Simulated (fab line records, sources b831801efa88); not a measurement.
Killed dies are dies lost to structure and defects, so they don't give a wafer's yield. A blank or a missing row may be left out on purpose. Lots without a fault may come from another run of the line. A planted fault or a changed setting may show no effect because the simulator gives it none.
One fault seen from 2 desks | flow sky130 | each desk has only its own numbers; what lay behind them comes last

THE METROLOGY DESK
What the gauges read, lot by lot, whatever tool the lot ran on: means of the sampled wafers that have a number. A lot is out of limits, marked OUT, if its mean lies more than 4 standard deviations from the usual mean; the brackets give that distance.
Columns: A = SONOS_TUNNEL_OVL at SKY_SONOS_TUNNEL_OVL_MEAS_08, usual 0.3 nm; B = GATE_OXIDE_OVL at SKY_GATE_OXIDE_OVL_MEAS_10, usual 0.8 nm; C = POLY_GATE_CVD_00_THK at SKY_POLY_GATE_THK_MEAS_01, usual 180.9 nm
lot  | first seen here | A    | B    | C
L348 | day 11 11:25    | 1.8  | 1.0  | 180.0
L351 | day 12 04:37    | -0.6 | 1.4  | 180.7
L355 | day 13 18:01    | 1.8  | 1.6  | 178.6
L356 | day 14 01:34    | 2.5  | 0.3  | 182.8
L359 | day 15 02:46    | 1.1  | -0.9 | 128.1 (-31) OUT
L360 | day 15 11:04    | 1.3  | 0.9  | 130.2 (-30) OUT
L367 | day 17 22:43    | -1.6 | 1.3  | 179.9
L368 | day 18 04:04    | 0.2  | 1.6  | 183.5
L369 | day 18 06:01    | 2.3  | 3.3  | 180.4
L370 | day 18 14:55    | -0.1 | 0.3  | 180.4
This desk's finding: out of limits on L359, L360; first on L359, day 17 20:26 (POLY_GATE_CVD_00_THK at SKY_POLY_GATE_THK_MEAS_01). In limits: L348, L351, L355, L356, L367, L368, L369, L370.

THE TOOL OWNER'S DESK: lpcvd-01
The tool's own readings at SKY_POLY_GATE_CVD_00 (deposits poly-Si, target thk 180 nm, time 720 s): means of the sampled wafers that have a number, for each lot that ran on this tool. A lot is out of limits, marked OUT, if its mean lies more than 4 standard deviations from the usual mean; the brackets give that distance.
Columns: A = pressure_mtorr at SKY_POLY_GATE_CVD_00, usual 200.0 mTorr; B = spike_tc_bottom_C at SKY_POLY_GATE_CVD_00, usual 640.9 C; C = spike_tc_centre_C at SKY_POLY_GATE_CVD_00, usual 618.9 C; D = spike_tc_lower_C at SKY_POLY_GATE_CVD_00, usual 619.8 C; E = spike_tc_top_C at SKY_POLY_GATE_CVD_00, usual 642.8 C; F = spike_tc_upper_C at SKY_POLY_GATE_CVD_00, usual 619.2 C; G = susceptor_temp_C at SKY_POLY_GATE_CVD_00, usual 620.08 C
lot  | first seen here | A     | B                | C               | D               | E               | F               | G
L348 | day 13 23:58    | 200.2 | 638.8            | 618.6           | 619.8           | 643.1           | 618.9           | 620.43
L351 | day 14 20:30    | 199.8 | 639.1            | 618.4           | 619.0           | 642.8           | 619.9           | 620.26
L355 | day 16 16:35    | 200.5 | 644.7            | 620.2           | 619.3           | 644.3           | 618.5           | 619.90
L356 | day 16 21:01    | 199.8 | 644.2            | 619.2           | 619.1           | 643.3           | 619.7           | 619.94
L359 | day 17 19:14    | 199.9 | 625.1 (-6.1) OUT | 604.0 (-14) OUT | 605.3 (-14) OUT | 629.1 (-11) OUT | 605.2 (-14) OUT | 605.92 (-51) OUT
L360 | day 18 05:15    | 199.9 | 626.0 (-5.7) OUT | 603.8 (-14) OUT | 605.6 (-14) OUT | 627.9 (-12) OUT | 605.3 (-14) OUT | 605.41 (-52) OUT
L367 | day 21 00:23    | 200.1 | 640.4            | 618.3           | 618.8           | 642.7           | 618.4           | 620.09
L369 | day 21 06:38    | 200.1 | 638.3            | 619.5           | 619.6           | 642.7           | 619.7           | 620.31
L368 | day 21 07:50    | 199.9 | 643.7            | 619.8           | 620.5           | 643.2           | 618.0           | 619.76
L370 | day 21 14:04    | 199.9 | 638.2            | 618.2           | 620.5           | 642.0           | 619.6           | 620.02
This desk's finding: out of limits on L359, L360; first on L359, day 17 19:14 (spike_tc_bottom_C at SKY_POLY_GATE_CVD_00). In limits: L348, L351, L355, L356, L367, L369, L368, L370.

PUT TOGETHER
The tool owner's desk could have raised an alarm at day 17 19:14, on L359, L360.
The metrology desk could have raised an alarm at day 17 20:26, on L359, L360.
Of the lots named, all ran SKY_POLY_GATE_CVD_00 on lpcvd-01.

WHAT THE SIMULATOR HAD PUT IN
Process parameter drift: lpcvd-01, from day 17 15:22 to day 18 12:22, at SKY_POLY_GATE_CVD_00. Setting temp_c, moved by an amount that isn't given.
Lots struck among those shown: L359, L360.
Hours from the fault's start to each desk's first reading out of limits: the tool owner's desk, 4; the metrology desk, 5.
